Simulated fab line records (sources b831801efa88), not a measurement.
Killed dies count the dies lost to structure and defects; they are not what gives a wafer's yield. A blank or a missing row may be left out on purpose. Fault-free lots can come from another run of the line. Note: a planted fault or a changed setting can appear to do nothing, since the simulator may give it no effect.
fab line records	flow sky130
[record] lots = 10	wafers = 30	last-day = 50
route steps=708 shown LDD_N@253 LDD_HVP@287 RES_XHIGH@339 LI_CONTACT@365
lots that met no fault: taken from a fault-free run of the same line
start-h: start of the lot's first displayed wafer, in hours after the record's first day	wait-h: hours elapsed since this lot's preceding step	" as in the row above	L1.1+2: a row that stands for several wafers	- either no value or no given start	* or withheld: withheld	< > ~ a bound
route shown NAME@n: a module of which the file shows steps, and the number in the route of the first	usual: average and standard deviation across the fault-free wafers	same: alike in all rows	chamber/n: place in a boat	sites: readings site by site	_std_site: the standard deviation of these	_edge_site: the outer-site mean with the inner-site mean subtracted	radius-mm: for every site, how far away it sits from the centre of the wafer	mask NAME#n: copy n	behind: the last tool/chamber to shape the wafer	hold: why the lot went on hold/how many hours it stayed there/how the hold came to an end	device: the transistor (n, p or np) that didn't switch	end of line: tests run on the same wafers once the route is complete	a step without rows: its recipe alone	killed: not the wafer's yield, but the dies lost to structure and defects at the first sort	map: a wafer's dies, x killed, . not, _ none there
set.NAME: the setting that was run; set.NAME@STEP: the one run at that earlier step	model.NAME: the simulator's own value behind a step, which no gauge read
one table for each step of the route and one row for each wafer, over a sample of lots
services: from which hour (start-h, from the record's first day; less than 0 if before it) a tool's chamber was out of use, for how many hours, and why
[[steps]]
[step SKY_LDD_N_STRIP_16]
[recipe] chemistry = O2/N2	power-w = 1400	pressure-mtorr = 1500	platen-temp-c = withheld	o2-flow-sccm = 3000	n2-flow-sccm = 300	overash-fraction = 0.5
[usual] drypump-motor-current-A = 5.8/0.62	oes-product-au = 0.406/0.0046	strip-time-to-endpoint-s = 4.313/0.015
lot.wafer	tool	chamber	start-h	wait-h	drypump-motor-current-A	oes-product-au	rf-hours-counter-h	strip-time-to-endpoint-s
L672.2	plasma-asher-01	0	425.64	0.1	5.3	0.406	72	4.359
L672.3	"	1	"	"	6.6	0.413	-	4.340
L672.5	"	1	"	"	6.6	0.405	-	4.349
L676.1	plasma-asher-01	1	460.19	0.1	6.5	0.404	76	4.284
L676.2	"	0	"	"	5.3	0.407	76	4.299
L676.4	"	1	"	"	6.6	0.412	-	4.307
L678.1	plasma-asher-04	1	472.41	0.1	5.2	0.405	69	4.294
L678.5	"	0	"	"	6.2	0.401	-	4.287
L678.6	"	1	"	"	5.1	0.403	-	4.286
L681.1	plasma-asher-01	0	507.79	0.1	5.3	0.409	80	4.302
L681.4	"	0	"	"	5.3	0.412	-	4.308
L681.5	"	1	"	"	6.5	0.408	-	4.327
L682.4	plasma-asher-01	1	522.07	0.1	6.5	0.405	-	4.325
L682.5	"	1	"	"	6.5	0.401	-	4.307
L682.6	"	0	"	"	5.3	0.409	-	4.304
L683.1	plasma-asher-04	0	528.44	0.1	6.2	0.394	74	4.308
L683.2	"	1	"	"	5.2	0.400	74	4.293
L683.3	"	0	"	"	6.1	0.406	-	4.301
L684.4	plasma-asher-04	0	529.15	0.1	6.2	0.409	-	4.320
L684.5	"	1	"	"	5.2	0.408	-	4.302
L684.6	"	0	"	"	6.2	0.408	-	4.300
L685.1	plasma-asher-04	0	535.31	0.1	6.2	0.410	75	4.329
L685.3	"	0	"	"	6.2	0.412	-	4.302
L685.5	"	1	"	"	5.2	0.402	-	4.312
L692.1	plasma-asher-01	0	595.54	0.1	5.3	0.420	89	4.322
L692.2	"	1	"	"	6.6	0.411	89	4.312
L692.5	"	1	"	"	6.6	0.395	-	4.304
L693.2	plasma-asher-01	1	600.46	0.1	6.5	0.410	90	4.302
L693.3	"	0	"	"	5.3	0.411	-	4.340
L693.5	"	1	"	"	6.5	0.412	-	4.313
[step SKY_LDD_HVP_STRIP_09]
[recipe] chemistry = O2/N2	power-w = 1400	pressure-mtorr = 1500	platen-temp-c = withheld	o2-flow-sccm = 3000	n2-flow-sccm = 300	overash-fraction = 0.5
[usual] drypump-motor-current-A = 5.8/0.63	oes-product-au = 0.408/0.0042	strip-time-to-endpoint-s = 4.138/0.017
lot.wafer	tool	chamber	start-h	wait-h	drypump-motor-current-A	oes-product-au	rf-hours-counter-h	strip-time-to-endpoint-s
L672.2	plasma-asher-02	1	519.51	0.1	5.1	0.407	8	4.138
L672.3	"	1	"	"	5.1	0.408	-	4.139
L672.5	"	1	"	"	5.1	0.398	-	4.136
L676.1	plasma-asher-03	0	553.16	0.1	5.2	0.411	41	4.144
L676.2	"	1	"	"	6.5	0.407	41	4.139
L676.4	"	0	"	"	5.2	0.399	-	4.170
L678.1	plasma-asher-03	1	563.82	0.1	6.5	0.407	42	4.110
L678.5	"	1	"	"	6.5	0.406	-	4.153
L678.6	"	0	"	"	5.2	0.402	-	4.095
L681.1	plasma-asher-01	1	596.97	0.1	6.6	0.403	89	4.136
L681.4	"	1	"	"	6.6	0.407	-	4.148
L681.5	"	0	"	"	5.3	0.407	-	4.146
L682.4	plasma-asher-01	0	610.95	0.1	5.3	0.403	-	4.110
L682.5	"	0	"	"	5.3	0.414	-	4.107
L682.6	"	1	"	"	6.6	0.410	-	4.112
L683.1	plasma-asher-01	0	615.14	0.1	5.3	0.403	92	4.115
L683.2	"	1	"	"	6.6	0.407	92	4.146
L683.3	"	0	"	"	5.3	0.410	-	4.137
L684.4	plasma-asher-02	0	616.15	0.1	6.1	0.401	-	4.139
L684.5	"	1	"	"	5.1	0.410	-	4.135
L684.6	"	0	"	"	6.0	0.412	-	4.136
L685.1	plasma-asher-01	1	622.99	0.1	6.5	0.409	92	4.158
L685.3	"	0	"	"	5.4	0.408	-	4.156
L685.5	"	1	"	"	6.5	0.411	-	4.160
L692.1	plasma-asher-03	0	680.19	0.1	5.2	0.407	54	4.133
L692.2	"	1	"	"	6.5	0.406	54	4.132
L692.5	"	0	"	"	5.2	0.402	-	4.127
L693.2	plasma-asher-02	0	685.21	0.1	6.1	0.405	25	4.133
L693.3	"	1	"	"	5.1	0.403	-	4.148
L693.5	"	1	"	"	5.1	0.406	-	4.157
[step SKY_RES_XHIGH_IMPLANT_07]
[recipe] species = BF2	energy-kev = 20	dose-cm2 = 3.6e+14	tilt-deg = 0
[usual] dose-ions-cm2 = 3.6e+14/4e+11
lot.wafer	tool	chamber	start-h	wait-h	dose-ions-cm2
L672.2	implanter-01	0	662.70	0.1	3.61e+14
L672.3	"	0	"	"	3.607e+14
L672.5	"	0	"	"	3.602e+14
L676.1	implanter-01	0	669.43	0.1	3.603e+14
L676.2	"	0	"	"	3.605e+14
L676.4	"	0	"	"	3.603e+14
L678.1	implanter-01	0	679.41	0.1	3.595e+14
L678.5	"	0	"	"	3.601e+14
L678.6	"	0	"	"	3.599e+14
L681.1	implanter-03	0	712.88	0.1	3.599e+14
L681.4	"	0	"	"	3.598e+14
L681.5	"	0	"	"	3.6e+14
L682.4	implanter-01	0	726.56	0.1	3.602e+14
L682.5	"	0	"	"	3.602e+14
L682.6	"	0	"	"	3.607e+14
L683.1	implanter-01	0	731.00	0.1	3.056e+14
L683.2	"	0	"	"	3.045e+14
L683.3	"	0	"	"	3.048e+14
L684.4	implanter-01	0	731.81	0.1	3.046e+14
L684.5	"	0	"	"	3.048e+14
L684.6	"	0	"	"	3.048e+14
L685.1	implanter-01	0	735.38	0.1	3.047e+14
L685.3	"	0	"	"	3.048e+14
L685.5	"	0	"	"	3.046e+14
L692.1	implanter-03	0	790.84	0.1	3.594e+14
L692.2	"	0	"	"	3.599e+14
L692.5	"	0	"	"	3.599e+14
L693.2	implanter-03	0	796.48	0.1	3.597e+14
L693.3	"	0	"	"	3.598e+14
L693.5	"	0	"	"	3.596e+14
[step SKY_RES_XHIGH_STRIP_08]
[recipe] chemistry = O2/N2	power-w = 1400	pressure-mtorr = 1500	platen-temp-c = withheld	o2-flow-sccm = 3000	n2-flow-sccm = 300	overash-fraction = 0.5
[usual] drypump-motor-current-A = 5.8/0.59	oes-product-au = 0.711/0.0048	strip-time-to-endpoint-s = 14.29/0.034
lot.wafer	tool	chamber	start-h	wait-h	drypump-motor-current-A	oes-product-au	rf-hours-counter-h	strip-time-to-endpoint-s
L672.2	plasma-asher-02	0	662.83	0.1	6.1	0.719	23	14.32
L672.3	"	0	"	"	6.0	0.720	-	14.35
L672.5	"	0	"	"	6.1	0.705	-	14.31
L676.1	plasma-asher-02	1	669.58	0.1	5.1	0.711	23	14.30
L676.2	"	0	"	"	6.1	0.703	23	14.29
L676.4	"	1	"	"	5.2	0.706	-	14.34
L678.1	plasma-asher-01	1	679.56	0.1	6.6	0.701	98	14.30
L678.5	"	1	"	"	6.5	0.713	-	14.28
L678.6	"	0	"	"	5.3	0.702	-	14.26
L681.1	plasma-asher-02	1	713.03	0.1	5.1	0.712	28	14.29
L681.4	"	0	"	"	6.1	0.721	-	14.30
L681.5	"	0	"	"	6.1	0.701	-	14.29
L682.4	plasma-asher-01	0	726.67	0.1	5.3	0.720	-	14.31
L682.5	"	1	"	"	6.5	0.715	-	14.27
L682.6	"	0	"	"	5.3	0.719	-	14.28
L683.1	plasma-asher-02	1	731.15	0.1	5.1	0.725	30	14.15
L683.2	"	0	"	"	6.1	0.723	30	14.19
L683.3	"	1	"	"	5.1	0.724	-	14.18
L684.4	plasma-asher-01	0	731.92	0.1	5.3	0.714	-	14.22
L684.5	"	1	"	"	6.6	0.716	-	14.18
L684.6	"	0	"	"	5.3	0.717	-	14.18
L685.1	plasma-asher-02	1	735.53	0.1	5.1	0.714	31	14.21
L685.3	"	0	"	"	6.1	0.715	-	14.19
L685.5	"	0	"	"	6.1	0.715	-	14.21
L692.1	plasma-asher-01	0	790.99	0.1	5.3	0.717	4	14.23
L692.2	"	1	"	"	6.6	0.718	4	14.23
L692.5	"	1	"	"	6.6	0.718	-	14.26
L693.2	plasma-asher-03	1	796.61	0.1	6.5	0.703	66	14.24
L693.3	"	1	"	"	6.6	0.709	-	14.25
L693.5	"	0	"	"	5.2	0.711	-	14.28
[step SKY_RES_XHIGH_TW_MEAS_09]
[usual] RES_XHIGH_TW = 1624/9.5
lot.wafer	tool	chamber	start-h	wait-h	hold	RES_XHIGH_TW
L672.2	film-metro-04	-	662.94	0.1	-	1623
L672.3	"	-	"	"	-	1612
L672.5	"	-	"	"	-	1627
L676.1	film-metro-04	-	669.68	0.1	-	1624
L676.2	"	-	"	"	-	1630
L676.4	"	-	"	"	-	1626
L678.1	film-metro-02	-	679.66	0.1	-	1625
L678.5	"	-	"	"	-	1625
L678.6	"	-	"	"	-	1626
L681.1	film-metro-04	-	713.13	0.1	-	1632
L681.4	"	-	"	"	-	1628
L681.5	"	-	"	"	-	1628
L682.4	film-metro-04	-	726.77	0.1	-	1629
L682.5	"	-	"	"	-	1625
L682.6	"	-	"	"	-	1637
L683.1	film-metro-04	-	731.25	0.1	await-dispo/0.2h/release	1541
L683.2	"	-	"	"	await-dispo/0.2h/release	1549
L683.3	"	-	"	"	await-dispo/0.2h/release	1551
L683.1	film-metro-04	-	731.48	0.2	-	1551
L683.2	"	-	"	"	-	1549
L683.3	"	-	"	"	-	1554
L684.4	film-metro-04	-	732.02	0.1	await-dispo/0.2h/release	1545
L684.5	"	-	"	"	await-dispo/0.2h/release	1550
L684.6	"	-	"	"	await-dispo/0.2h/release	1547
L684.4	film-metro-04	-	732.24	0.2	-	1554
L684.5	"	-	"	"	-	1549
L684.6	"	-	"	"	-	1544
L685.1	film-metro-03	-	735.63	0.1	await-dispo/0.2h/release	1539
L685.3	"	-	"	"	await-dispo/0.2h/release	1539
L685.5	"	-	"	"	await-dispo/0.2h/release	1531
L685.1	film-metro-03	-	735.85	0.2	-	1533
L685.3	"	-	"	"	-	1535
L685.5	"	-	"	"	-	1537
L692.1	film-metro-04	-	791.09	0.1	-	1629
L692.2	"	-	"	"	-	1632
L692.5	"	-	"	"	-	1636
L693.2	film-metro-02	-	796.72	0.1	-	1618
L693.3	"	-	"	"	-	1633
L693.5	"	-	"	"	-	1632
[step SKY_SD_N_RS_MEAS_18]
[recipe] thk-meas-gauge = four-point-probe
[usual] RES_XHIGH_RS = 332.9/0.96
lot.wafer	tool	chamber	start-h	wait-h	hold	RES_XHIGH_RS[ohm/sq]
L672.2	film-metro-04	-	692.33	0.1	-	333.0
L672.3	"	-	"	"	-	333.4
L672.5	"	-	"	"	-	333.5
L676.1	film-metro-03	-	698.64	0.1	-	331.7
L676.2	"	-	"	"	-	331.1
L676.4	"	-	"	"	-	332.3
L678.1	film-metro-02	-	707.08	0.1	-	333.9
L678.5	"	-	"	"	-	331.8
L678.6	"	-	"	"	-	332.6
L681.1	film-metro-03	-	742.29	0.1	-	334.3
L681.4	"	-	"	"	-	334.6
L681.5	"	-	"	"	-	335.2
L682.4	film-metro-04	-	755.04	0.1	-	332.6
L682.5	"	-	"	"	-	333.3
L682.6	"	-	"	"	-	332.0
L683.1	film-metro-02	-	759.46	0.1	await-dispo/0.2h/release	379.0
L683.2	"	-	"	"	await-dispo/0.2h/release	377.5
L683.3	"	-	"	"	await-dispo/0.2h/release	378.6
L683.1	film-metro-02	-	759.74	0.3	-	378.4
L683.2	"	-	"	"	-	377.5
L683.3	"	-	"	"	-	377.8
L684.4	film-metro-03	-	760.60	0.1	await-dispo/0.2h/release	378.0
L684.5	"	-	"	"	await-dispo/0.2h/release	378.2
L684.6	"	-	"	"	await-dispo/0.2h/release	378.0
L684.4	film-metro-03	-	760.88	0.3	-	377.7
L684.5	"	-	"	"	-	377.4
L684.6	"	-	"	"	-	378.4
L685.1	film-metro-02	-	763.99	0.1	await-dispo/0.2h/release	378.7
L685.3	"	-	"	"	await-dispo/0.2h/release	379.6
L685.5	"	-	"	"	await-dispo/0.2h/release	378.3
L685.1	film-metro-02	-	764.39	0.4	-	378.0
L685.3	"	-	"	"	-	378.8
L685.5	"	-	"	"	-	378.2
L692.1	film-metro-02	-	817.49	0.1	-	331.3
L692.2	"	-	"	"	-	332.2
L692.5	"	-	"	"	-	331.3
L693.2	film-metro-04	-	823.51	0.1	-	332.4
L693.3	"	-	"	"	-	334.3
L693.5	"	-	"	"	-	332.6
[step SKY_LI_CONTACT_BOW_MEAS_03]
[recipe] mode = bow
[usual] LI_CONTACT_BOW = 55/6.4
lot.wafer	tool	chamber	start-h	wait-h	LI_CONTACT_BOW[um]
L672.2	film-metro-02	-	693.80	0.3	64
L672.3	"	-	"	"	67
L672.5	"	-	"	"	50
L676.1	film-metro-03	-	699.24	0.1	53
L676.2	"	-	"	"	61
L676.4	"	-	"	"	55
L678.1	film-metro-02	-	707.68	0.2	53
L678.5	"	-	"	"	62
L678.6	"	-	"	"	55
L681.1	film-metro-03	-	742.89	0.1	66
L681.4	"	-	"	"	57
L681.5	"	-	"	"	51
L682.4	film-metro-03	-	755.64	0.2	54
L682.5	"	-	"	"	57
L682.6	"	-	"	"	50
L692.1	film-metro-03	-	818.09	0.1	54
L692.2	"	-	"	"	48
L692.5	"	-	"	"	53
L693.2	film-metro-04	-	824.11	0.3	56
L693.3	"	-	"	"	54
L693.5	"	-	"	"	48
[[services]]
tool	chamber	start-h	hours	kind
plasma-asher-01	-	418.07	4.5	repair
plasma-asher-02	-	421.31	9.0	pm
implanter-01	-	443.23	0.7	repair
implanter-03	-	453.07	2.7	repair
implanter-03	-	458.64	1.1	repair
plasma-asher-02	-	464.99	0.5	repair
implanter-01	-	469.86	2.3	repair
implanter-01	-	500.31	5.0	pm
plasma-asher-04	-	512.30	10.2	repair
implanter-01	-	513.53	5.1	repair
plasma-asher-04	-	583.52	2.7	repair
plasma-asher-04	-	584.69	3.2	repair
plasma-asher-01	-	630.91	2.2	repair
implanter-01	-	640.85	3.8	repair
implanter-03	-	668.08	12.9	pm
implanter-01	-	669.74	2.0	repair
implanter-03	-	689.00	3.7	repair
plasma-asher-01	-	697.30	2.8	pm
plasma-asher-04	-	714.39	14.6	pm
implanter-01	-	714.55	3.3	repair
plasma-asher-01	-	733.75	9.0	pm
plasma-asher-01	-	772.12	1.7	repair
plasma-asher-01	-	784.90	2.1	repair
plasma-asher-04	-	793.98	1.0	repair
[[key]]
[first-sign] step = SKY_RES_XHIGH_IMPLANT_07	reading = dose-ions-cm2	direction = down	sigmas = 99+	usual = *	struck = *
[effect] step = SKY_RES_XHIGH_STRIP_08	reading = strip-time-to-endpoint-s	direction = down	sigmas = 2.9	usual = *	struck = *
[effect] step = SKY_RES_XHIGH_TW_MEAS_09	reading = visit	direction = added
[effect] step = SKY_RES_XHIGH_TW_MEAS_09	reading = RES_XHIGH_TW	direction = down	sigmas = 8.5	usual = 1624	struck = 1544
[effect] step = SKY_SD_N_RS_MEAS_18	reading = visit	direction = added
[effect] step = SKY_SD_N_RS_MEAS_18	reading = RES_XHIGH_RS	direction = up	sigmas = 47	usual = 332.9	struck = 378.4
met-at SKY_RES_XHIGH_IMPLANT_07
struck-lots L683,L684,L685
scrapped-behind SKY_SD_N_RS_MEAS_18 L683.1,L683.2,L683.3,L684.4,L684.5,L684.6,L685.1,L685.3,L685.5
not-acting-at SKY_LDD_N_STRIP_16,SKY_LDD_HVP_STRIP_09,SKY_LI_CONTACT_BOW_MEAS_03
onset-between 726.56 731.00
[fault] kind = process-parameter-drift	tool = implanter-01	chamber = -	onset-h = 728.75	steps = SKY_RES_XHIGH_IMPLANT_07	channel = dose-cm2	offset = *	shape = step	end-h = 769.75	acts-in = *	stated = *
